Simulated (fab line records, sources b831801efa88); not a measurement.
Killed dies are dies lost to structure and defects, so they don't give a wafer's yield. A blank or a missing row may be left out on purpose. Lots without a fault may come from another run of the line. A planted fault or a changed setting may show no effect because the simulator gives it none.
A struck lot beside a sound one | flow gf180mcu | 44 steps out of a route of 602
Sound: wafers L502.1, L502.2, L502.5. Struck: wafers L511.3, L511.4, L511.5. The cause comes at the end.
At each step with rows: each side's tool, then ch and its chambers, then its first start. Under that, the readings that differ: sound wafers | struck wafers | difference of the means | sigmas: that difference in standard deviations of wafers without a fault.
alike: readings whose means differ by less than 2 such deviations, and words and numbers that are the same on both sides. not compared: withheld readings, readings that some wafer has no value for, bounds like >300 that may hide the same value, and numbers for which the record gives no deviation and whose values overlap.
The two part at a step that has a row with sigmas, a row that says differs or no value, or rows on one side only. Numbers that don't overlap but have no deviation are shown without sigmas and don't part them. A reading that every wafer of one side lacks parts them only if that side has two wafers or more.

first, 5 steps without rows for these wafers: GF_V3_STRIP_19 (strips in post etch residue remover, time 1200 s); GF_V3_CLEAN_20 (cleans in DIW); GF_V3_SPUTTER_21 (material Ti, target thk 15 nm, time 80.02 s); GF_V3_SPUTTER_22 (material TiN, target thk 10 nm, time 40 s); GF_V3_CVD_23 (deposits W, target thk 350 nm, time 104.9 s).
GF_V3_RS_MEAS_24: measures by four-point-probe.
  sound on film_metro-01, day 27 12:04; struck on film_metro-01, day 29 15:55
  alike: V3_W_RS
GF_V3_THK_MEAS_25: measures by xrf.
  sound on film_metro-01, day 27 12:11; struck on film_metro-01, day 29 16:01
  alike: V3_W_THK
GF_V3_CMP_26: polishes, stops on SiO2, t overpolish 15 s, target thk 0 nm.
  sound on cmp-01 ch 0,1,2, day 27 12:14; struck on cmp-01 ch 1,2, day 29 16:04
  alike: motor_current_A, overpolish_run_s, time_to_endpoint_s
GF_M4_SPUTTER_00: material Ti, target thk 37.5 nm, time 150 s.
  sound on pvd_sputter-02, day 27 12:32; struck on pvd_sputter-03, day 29 16:22
  alike: chamber_pressure_pa, throttle_valve_pct
GF_M4_SPUTTER_01: material TiN, target thk 30 nm, time 25 s.
  sound on pvd_sputter-02, day 27 12:38; struck on pvd_sputter-03, day 29 16:28
  alike: chamber_pressure_pa, throttle_valve_pct
then, 1 step without rows for these wafers: GF_M4_SPUTTER_02 (material AlCu, target thk 450 nm, time 23.9 s).
GF_M4_SPUTTER_03: material Ti, target thk 10 nm, time 6.7 s.
  sound on pvd_sputter-02, day 27 12:43; struck on pvd_sputter-03, day 29 16:31
  alike: chamber_pressure_pa, throttle_valve_pct
GF_M4_SPUTTER_04: material TiN, target thk 50 nm, time 41.7 s.
  sound on pvd_sputter-02, day 27 12:44; struck on pvd_sputter-03, day 29 16:32
  reading                                | sound                | struck               | difference | sigmas
  chamber_pressure_pa (Pa)               | 0.4002 0.4006 0.3992 | 0.6898 0.6905 0.6905 | +0.2903    | +99 or more
  throttle_valve_pct (%)                 | 29.5 29.0 29.9       | 23.6 23.2 23.1       | -6.2       | -7
  model.TiN_of_M4_SPUTTER_04.thk_nm (nm) | 50.04 49.53 49.46    | 44.96 45.83 45.82    | -4.14      |
GF_M4_RS_MEAS_05: measures by four-point-probe.
  sound on film_metro-01, day 27 12:46; struck on film_metro-01, day 29 16:37
  reading             | sound                | struck               | difference | sigmas
  M4_ALCU_RS (ohm/sq) | 0.0708 0.0697 0.0707 | 0.0687 0.0681 0.0689 | -0.0018    | -2
GF_M4_THK_MEAS_06: measures by xrf.
  sound on film_metro-01, day 27 12:53; struck on film_metro-01, day 29 16:43
  reading          | sound       | struck      | difference | sigmas
  M4_ALCU_THK (nm) | 439 449 442 | 464 468 465 | +22        | +4
then, 7 steps without rows for these wafers: GF_M4_DEHYDRATE_07 (time 60 s); GF_M4_HMDS_08 (prime time 60 s); GF_M4_COAT_09 (resist thk 1000 nm); GF_M4_SOFTBAKE_10 (time 60 s); GF_M4_EXPOSE_11 (exposes mask Metal4, target cd 280 nm); GF_M4_PEB_12 (peb time 90 s); GF_M4_DEVELOP_13 (develop time 60 s).
GF_M4_CD_MEAS_14: target cd 280 nm.
  sound on cd_sem-01, day 28 08:36; struck on cd_sem-02, day 30 11:20
  alike: cd_nm
GF_M4_OVL_MEAS_15:
  sound on overlay-02, day 28 08:43; struck on overlay-01, day 30 11:26
  alike: M4_OVL
then, 1 step without rows for these wafers: GF_M4_METAL_ETCH_16 (etches the open film in Cl2/BCl3, stops on SiO2, target depth 627.5 nm, time 104.6 s).
GF_M4_STRIP_17: strips in O2/N2.
  sound on plasma_asher-03 ch 0,1, day 28 08:52; struck on plasma_asher-01 ch 0,1, day 30 11:43
  alike: drypump_motor_current_A, heater_power_w, n2_flow_sccm, oes_product_au, strip_time_to_endpoint_s
  not compared: rf_hours_counter_h
then, 3 steps without rows for these wafers: GF_M4_STRIP_18 (strips in post etch residue remover, time 1200 s); GF_M4_CLEAN_19 (cleans in DIW); GF_V4_CVD_00 (deposits SiO2, target thk 600 nm, time 100 s).
GF_V4_THK_MEAS_01:
  sound on film_metro-03, day 28 09:31; struck on film_metro-03, day 30 12:19
  alike: V4_CVD_00_THK
then, 1 step without rows for these wafers: GF_V4_CVD_02 (deposits SiO2 from TEOS, target thk 850 nm, time 94.851 s).
GF_V4_THK_MEAS_03:
  sound on film_metro-04, day 28 09:38; struck on film_metro-02, day 30 12:26
  alike: V4_CVD_02_THK
then, 1 step without rows for these wafers: GF_V4_CMP_04 (polishes SiO2).
GF_V4_BOW_MEAS_05:
  sound on film_metro-04, day 28 10:01; struck on film_metro-02, day 30 12:49
  alike: V4_BOW
then, 8 steps without rows for these wafers: GF_V4_DEHYDRATE_06 (time 60 s); GF_V4_HMDS_07 (prime time 60 s); GF_V4_COAT_08; GF_V4_COAT_09 (resist thk 1000 nm); GF_V4_SOFTBAKE_10 (time 60 s); GF_V4_EXPOSE_11 (exposes mask Via4, target cd 260 nm); GF_V4_PEB_12 (peb time 90 s); GF_V4_DEVELOP_13 (develop time 60 s).
GF_V4_STRIP_19: strips in post etch residue remover, time 1200 s.
  sound on wet_bench-04 ch 0, day 29 05:20; struck on wet_bench-03 ch 1, day 31 08:11
  reading                                | sound             | struck            | difference | sigmas
  model.TiN_of_M4_SPUTTER_04.thk_nm (nm) | 49.19 48.68 48.62 | 44.11 44.98 44.97 | -4.14      |
  alike: bath_heat_duty_pct
then, 1 step without rows for these wafers: GF_PASSIVATION_PROBE_99.

WHERE THEY PART
First at GF_M4_SPUTTER_04; last, within this record, at GF_M4_THK_MEAS_06. Later steps at which nothing parts them and some readings are alike: GF_M4_CD_MEAS_14, GF_M4_OVL_MEAS_15, GF_M4_STRIP_17, GF_V4_THK_MEAS_01, GF_V4_THK_MEAS_03, GF_V4_BOW_MEAS_05, GF_V4_STRIP_19.

WHY: what the simulator had put in
Process parameter drift: pvd_sputter-03, from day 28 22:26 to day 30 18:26, at GF_M4_SPUTTER_04. Setting chamber_pressure_pa, moved by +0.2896, from 0.4. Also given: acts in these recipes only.
